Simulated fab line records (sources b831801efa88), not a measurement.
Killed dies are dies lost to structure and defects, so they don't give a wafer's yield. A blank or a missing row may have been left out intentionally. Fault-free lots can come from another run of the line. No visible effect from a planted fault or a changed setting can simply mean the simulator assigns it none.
Which tool did it? || flow gf180mcu || 45 wafers sampled from 15 lots at 1 step of a route of 602

== WHAT THE GAUGES READ, wafer by wafer ==
GF_M3_OVL_MEAS_15.
{"lot": "L461", "measured": "day 21 20:23", "on": "overlay-01", "M3_OVL (nm)": "2 1 -5"}
{"lot": "L462", "measured": "day 22 08:04", "on": "overlay-02", "M3_OVL (nm)": "-9 -9 -11"}
{"lot": "L463", "measured": "day 22 12:31", "on": "overlay-02", "M3_OVL (nm)": "-2 -6 -6"}
{"lot": "L466", "measured": "day 23 16:13", "on": "overlay-02", "M3_OVL (nm)": "-1 0 -5"}
{"lot": "L467", "measured": "day 24 03:56", "on": "overlay-02", "M3_OVL (nm)": "-5 -1 0"}
{"lot": "L468", "measured": "day 24 09:07", "on": "overlay-02", "M3_OVL (nm)": "-6 -5 -3"}
{"lot": "L469", "measured": "day 24 17:14", "on": "overlay-02", "M3_OVL (nm)": "-8 0 -3"}
{"lot": "L470", "measured": "day 25 07:32", "on": "overlay-01", "M3_OVL (nm)": "-2 1 -3"}
{"lot": "L471", "measured": "day 25 11:20", "on": "overlay-01", "M3_OVL (nm)": "0 -2 -4"}
{"lot": "L476", "measured": "day 27 04:55", "on": "overlay-02", "M3_OVL (nm)": "-12 -6 -1"}
{"lot": "L477", "measured": "day 27 17:50", "on": "overlay-01", "M3_OVL (nm)": "-3 -4 1"}
{"lot": "L478", "measured": "day 28 07:17", "on": "overlay-01", "M3_OVL (nm)": "-12 -8 -5"}
{"lot": "L479", "measured": "day 28 11:01", "on": "overlay-01", "M3_OVL (nm)": "4 5 3"}
{"lot": "L482", "measured": "day 29 02:52", "on": "overlay-02", "M3_OVL (nm)": "5 8 9"}
{"lot": "L483", "measured": "day 29 06:31", "on": "overlay-01", "M3_OVL (nm)": "-5 -1 -5"}

== WHICH TOOL RAN EACH LOT (tool, then ch and the chambers of the sampled wafers, then the start) ==
The record holds no process step before these readings.

== WHAT THE TOOLS THEMSELVES READ (means of the sampled wafers that have a number; where no wafer has one, the mark that the record gives instead) ==
The record holds no such reading with a usual standard deviation.

== THE ANSWER, worked out from the rows above alone ==
Rule: the usual values come from the lots themselves. The widest of any qualifying gaps counts: lots, ordered by their means at a reading, are off when they make up no more than a third of the lots, leave a main group of 4 or more, and stand apart from it by 3 or more times the standard deviation of that group's means. A main group whose means are all the same, to the digits that the tables above print for the reading, isn't used. A lot without any number at a reading at which 4 lots or more have one is off too. Any other lot the step has rows for is counted as sound. After the gauges, taken in route order, come the tools' own readings; for these a lot's mean is taken, as printed above. The first step at which some lot is off is used, and at that step the reading that is off furthest; a lot without a number counts as furthest.
None of the lots is off at any reading shown; this tells nothing.

== WHAT THE SIMULATOR HAD INSERTED ==
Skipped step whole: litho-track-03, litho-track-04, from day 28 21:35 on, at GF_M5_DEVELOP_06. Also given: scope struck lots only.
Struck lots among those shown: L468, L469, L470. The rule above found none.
